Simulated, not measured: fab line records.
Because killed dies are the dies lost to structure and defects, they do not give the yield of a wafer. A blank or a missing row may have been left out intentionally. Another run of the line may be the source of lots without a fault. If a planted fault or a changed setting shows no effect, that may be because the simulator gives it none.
Which tool was responsible? :: flow sky130 :: 36 wafers from 12 lots sampled at 5 of the route's 708 steps

## WHAT THE GAUGES READ, wafer by wafer
SKY_NWELL_TW_MEAS_15. Usual: NWELL_TW typically reads 1820, with standard deviation 15.
lot: L466
measured: day 4 13:25
on: film_metro-02
NWELL_TW: 1789 1801 1791
flag: 

lot: L468
measured: day 5 09:23
on: film_metro-04
NWELL_TW: 1827 1826 1821
flag: 

lot: L469
measured: day 5 18:38
on: film_metro-02
NWELL_TW: 1809 1821 1815
flag: 

lot: L474
measured: day 6 13:28
on: film_metro-03
NWELL_TW: 1819 1826 1828
flag: 

lot: L475
measured: day 6 23:15
on: film_metro-04
NWELL_TW: 1817 1818 1822
flag: 

lot: L476
measured: day 7 05:38
on: film_metro-03
NWELL_TW: 1838 1845 1846
flag: 

lot: L477
measured: day 7 05:58
on: film_metro-02
NWELL_TW: 1806 1790 1807
flag: 

lot: L484
measured: day 9 13:34
on: film_metro-02
NWELL_TW: 1814 1801 1796
flag: 

lot: L485
measured: day 9 23:37
on: film_metro-04
NWELL_TW: 1822 1829 1838
flag: 

lot: L487
measured: day 10 04:37
on: film_metro-02
NWELL_TW: 1808 1793 1796
flag: 

lot: L488
measured: day 10 06:11
on: film_metro-02
NWELL_TW: 1795 1808 1796
flag: 

lot: L489
measured: day 10 10:12
on: film_metro-03
NWELL_TW: 1828 1841 1835
flag: 

SKY_VT_ADJUST_LVTN_TW_MEAS_10. Usual: VT_ADJUST_LVTN_TW typically reads 241.8, with standard deviation 1.6.
lot: L466
measured: day 6 19:29
on: film_metro-01
VT_ADJUST_LVTN_TW: 241.2 238.8 239.8
flag: 

lot: L468
measured: day 7 16:23
on: film_metro-01
VT_ADJUST_LVTN_TW: 241.0 239.9 240.5
flag: 

lot: L469
measured: day 8 02:16
on: film_metro-01
VT_ADJUST_LVTN_TW: 239.8 239.8 240.2
flag: 

lot: L474
measured: day 9 01:03
on: film_metro-04
VT_ADJUST_LVTN_TW: 242.5 243.7 244.0
flag: 

lot: L475
measured: day 9 13:39
on: film_metro-01
VT_ADJUST_LVTN_TW: 242.9 241.7 242.9
flag: 

lot: L476
measured: day 9 21:20
on: film_metro-03
VT_ADJUST_LVTN_TW: 242.6 243.2 244.1
flag: 

lot: L477
measured: day 9 21:22
on: film_metro-04
VT_ADJUST_LVTN_TW: 242.5 242.4 243.4
flag: 

lot: L484
measured: day 12 12:28
on: film_metro-03
VT_ADJUST_LVTN_TW: 243.6 241.7 242.7
flag: 

lot: L485
measured: day 12 23:34
on: film_metro-04
VT_ADJUST_LVTN_TW: 240.0 239.8 240.9
flag: 

lot: L487
measured: day 13 04:11
on: film_metro-04
VT_ADJUST_LVTN_TW: 243.4 242.9 244.6
flag: 

lot: L488
measured: day 13 07:32
on: film_metro-01
VT_ADJUST_LVTN_TW: 241.7 240.0 242.3
flag: 

lot: L489
measured: day 13 12:09
on: film_metro-04
VT_ADJUST_LVTN_TW: 243.0 242.6 243.0
flag: 

SKY_VT_ADJUST_NCORE_TW_MEAS_11. Usual: VT_ADJUST_NCORE_TW typically reads 218.8, with standard deviation 1.5.
lot: L466
measured: day 8 11:53
on: film_metro-01
VT_ADJUST_NCORE_TW: 217.7 218.4 218.9
flag: 

lot: L468
measured: day 9 11:05
on: film_metro-01
VT_ADJUST_NCORE_TW: 219.5 219.1 219.3
flag: 

lot: L469
measured: day 9 21:42
on: film_metro-01
VT_ADJUST_NCORE_TW: 220.5 220.9 219.5
flag: 

lot: L474
measured: day 10 22:00
on: film_metro-03
VT_ADJUST_NCORE_TW: 220.7 221.9 220.3
flag: 

lot: L475
measured: day 11 10:56
on: film_metro-01
VT_ADJUST_NCORE_TW: 216.7 216.0 218.4
flag: 

lot: L476
measured: day 11 19:39
on: film_metro-02
VT_ADJUST_NCORE_TW: 218.1 218.8 217.5
flag: 

lot: L477
measured: day 11 20:05
on: film_metro-02
VT_ADJUST_NCORE_TW: 217.3 217.2 215.9
flag: 

lot: L484
measured: day 14 16:17
on: film_metro-01
VT_ADJUST_NCORE_TW: 205.8 205.2 206.0
flag: OFF

lot: L485
measured: day 15 05:28
on: film_metro-01
VT_ADJUST_NCORE_TW: 204.3 204.8 204.2
flag: OFF

lot: L487
measured: day 15 08:05
on: film_metro-03
VT_ADJUST_NCORE_TW: 220.6 220.8 220.9
flag: 

lot: L488
measured: day 15 13:23
on: film_metro-03
VT_ADJUST_NCORE_TW: 220.7 220.7 220.7
flag: 

lot: L489
measured: day 15 18:49
on: film_metro-03
VT_ADJUST_NCORE_TW: 220.6 220.2 220.6
flag: 

## WHICH TOOL RAN EACH LOT (tool, then ch and the chambers of the sampled wafers, then the start)
lot: L466
SKY_FIELD_ISO_ETCH_15: rie_diel-03 ch 0,2,3, day 2 05:26
SKY_VT_ADJUST_NCORE_IMPLANT_09: implanter-02 ch 0, day 8 11:38

lot: L468
SKY_FIELD_ISO_ETCH_15: rie_diel-02 ch 0,2, day 2 14:38
SKY_VT_ADJUST_NCORE_IMPLANT_09: implanter-04 ch 0, day 9 10:50

lot: L469
SKY_FIELD_ISO_ETCH_15: rie_diel-03 ch 0,3, day 2 20:23
SKY_VT_ADJUST_NCORE_IMPLANT_09: implanter-03 ch 0, day 9 21:29

lot: L474
SKY_FIELD_ISO_ETCH_15: rie_diel-02 ch 0,1, day 3 21:50
SKY_VT_ADJUST_NCORE_IMPLANT_09: implanter-03 ch 0, day 10 21:46

lot: L475
SKY_FIELD_ISO_ETCH_15: rie_diel-03 ch 0,2,3, day 4 08:44
SKY_VT_ADJUST_NCORE_IMPLANT_09: implanter-03 ch 0, day 11 10:43

lot: L476
SKY_FIELD_ISO_ETCH_15: rie_diel-02 ch 0,3, day 4 17:05
SKY_VT_ADJUST_NCORE_IMPLANT_09: implanter-03 ch 0, day 11 19:26

lot: L477
SKY_FIELD_ISO_ETCH_15: rie_diel-01 ch 0,3, day 4 17:15
SKY_VT_ADJUST_NCORE_IMPLANT_09: implanter-02 ch 0, day 11 19:50

lot: L484
SKY_FIELD_ISO_ETCH_15: rie_diel-02 ch 0,1,3, day 6 02:41
SKY_VT_ADJUST_NCORE_IMPLANT_09: implanter-03 ch 0, day 14 16:02

lot: L485
SKY_FIELD_ISO_ETCH_15: rie_diel-02 ch 0,2,3, day 6 14:03
SKY_VT_ADJUST_NCORE_IMPLANT_09: implanter-03 ch 0, day 15 05:13

lot: L487
SKY_FIELD_ISO_ETCH_15: rie_diel-02 ch 0,1,3, day 7 00:47
SKY_VT_ADJUST_NCORE_IMPLANT_09: implanter-04 ch 0, day 15 07:53

lot: L488
SKY_FIELD_ISO_ETCH_15: rie_diel-01 ch 0,2,3, day 7 00:57
SKY_VT_ADJUST_NCORE_IMPLANT_09: implanter-04 ch 0, day 15 13:08

lot: L489
SKY_FIELD_ISO_ETCH_15: rie_diel-03 ch 1,2, day 7 06:30
SKY_VT_ADJUST_NCORE_IMPLANT_09: implanter-04 ch 0, day 15 18:35
- SKY_FIELD_ISO_ETCH_15: etches the open film in CHF3/O2, stops on Si, target depth 180 nm, time 72 s.
- SKY_VT_ADJUST_NCORE_IMPLANT_09

## AS READ BY THE TOOLS THEMSELVES (means over the sampled wafers that have a number; for cases with no such wafer, the mark the record gives instead)
SKY_FIELD_ISO_ETCH_15. Usual: drypump_motor_current_A 5.6 A, standard deviation 0.46; oes_product_au 0.946 a.u., standard deviation 0.0063; throttle_valve_pct 8.843 %, standard deviation 0.0091.
lot: L466
tool: rie_diel-03
drypump_motor_current_A (A): 5.8
oes_product_au (a.u.): 0.939
throttle_valve_pct (%): 8.842
flag: 

lot: L468
tool: rie_diel-02
drypump_motor_current_A (A): 5.5
oes_product_au (a.u.): 0.948
throttle_valve_pct (%): 8.846
flag: 

lot: L469
tool: rie_diel-03
drypump_motor_current_A (A): 5.9
oes_product_au (a.u.): 0.954
throttle_valve_pct (%): 8.845
flag: 

lot: L474
tool: rie_diel-02
drypump_motor_current_A (A): 5.8
oes_product_au (a.u.): 0.950
throttle_valve_pct (%): 8.847
flag: 

lot: L475
tool: rie_diel-03
drypump_motor_current_A (A): 5.8
oes_product_au (a.u.): 0.949
throttle_valve_pct (%): 8.843
flag: 

lot: L476
tool: rie_diel-02
drypump_motor_current_A (A): 5.1
oes_product_au (a.u.): 0.946
throttle_valve_pct (%): 8.847
flag: 

lot: L477
tool: rie_diel-01
drypump_motor_current_A (A): 5.4
oes_product_au (a.u.): 0.942
throttle_valve_pct (%): 8.843
flag: 

lot: L484
tool: rie_diel-02
drypump_motor_current_A (A): 5.4
oes_product_au (a.u.): 0.949
throttle_valve_pct (%): 8.845
flag: 

lot: L485
tool: rie_diel-02
drypump_motor_current_A (A): 5.4
oes_product_au (a.u.): 0.943
throttle_valve_pct (%): 8.846
flag: 

lot: L487
tool: rie_diel-02
drypump_motor_current_A (A): 5.4
oes_product_au (a.u.): 0.950
throttle_valve_pct (%): 8.843
flag: 

lot: L488
tool: rie_diel-01
drypump_motor_current_A (A): 5.6
oes_product_au (a.u.): 0.948
throttle_valve_pct (%): 8.850
flag: 

lot: L489
tool: rie_diel-03
drypump_motor_current_A (A): 5.9
oes_product_au (a.u.): 0.952
throttle_valve_pct (%): 8.846
flag: 

SKY_VT_ADJUST_NCORE_IMPLANT_09. Usual: beam_energy_keV 10.000, standard deviation 0.0028; beam_on_s 9.98 s, standard deviation 0.21.
lot: L466
tool: implanter-02
beam_energy_keV: 10.002
beam_on_s (s): 9.94
flag: 

lot: L468
tool: implanter-04
beam_energy_keV: 10.001
beam_on_s (s): 9.95
flag: 

lot: L469
tool: implanter-03
beam_energy_keV: 9.998
beam_on_s (s): 9.95
flag: 

lot: L474
tool: implanter-03
beam_energy_keV: 9.998
beam_on_s (s): 10.10
flag: 

lot: L475
tool: implanter-03
beam_energy_keV: 9.995
beam_on_s (s): 9.94
flag: 

lot: L476
tool: implanter-03
beam_energy_keV: 10.000
beam_on_s (s): 9.96
flag: 

lot: L477
tool: implanter-02
beam_energy_keV: 9.998
beam_on_s (s): 10.03
flag: 

lot: L484
tool: implanter-03
beam_energy_keV: 7.644
beam_on_s (s): 9.98
flag: OFF

lot: L485
tool: implanter-03
beam_energy_keV: 7.647
beam_on_s (s): 9.77
flag: OFF

lot: L487
tool: implanter-04
beam_energy_keV: 9.999
beam_on_s (s): 10.06
flag: 

lot: L488
tool: implanter-04
beam_energy_keV: 9.998
beam_on_s (s): 10.03
flag: 

lot: L489
tool: implanter-04
beam_energy_keV: 10.000
beam_on_s (s): 9.97
flag: 

## THE ANSWER, worked out from the rows above alone
Rule: take the mean of a lot's wafers that have a number; if it is more than 3 standard deviations from the usual mean, the lot is off. Also off: a lot with no number at a reading for which 4 or more lots have one. All remaining lots with rows at the step are treated as sound. The gauges are gone through in route order, then the tools' own readings, and for those a lot's mean is taken as printed above. The first step at which some lot is off is used, and at that step the reading that is off furthest; a lot without a number counts as furthest.
Off: L484, L485, seen at SKY_VT_ADJUST_NCORE_TW_MEAS_11 (VT_ADJUST_NCORE_TW).
If a tool, at a process step before that reading, ran all the lots that are off and no sound lot after the first of them, it fits. Not tried: the gauges at SKY_VT_ADJUST_NCORE_TW_MEAS_11; whatever is off there is also off at SKY_VT_ADJUST_NCORE_IMPLANT_09, on other tools, and gauge error can't account for it. One candidate fits, namely implanter-03 at SKY_VT_ADJUST_NCORE_IMPLANT_09. A fault onset in the window from L476 (day 11 19:26, its last sound lot) to L484 (day 14 16:02, its first lot off) fits.
On the lots that are off, the tool's own readings at SKY_VT_ADJUST_NCORE_IMPLANT_09 differ by more than 5 times the standard deviation of the sound lots' means, which bears it out; beam_energy_keV reads 7.646 there versus 9.999 on the sound lots.

## WHAT HAD BEEN PUT IN BY THE SIMULATOR
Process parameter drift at SKY_VT_ADJUST_NCORE_IMPLANT_09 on implanter-03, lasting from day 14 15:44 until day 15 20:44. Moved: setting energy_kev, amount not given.
Struck lots among those shown: L484, L485. Same finding as the rule above.
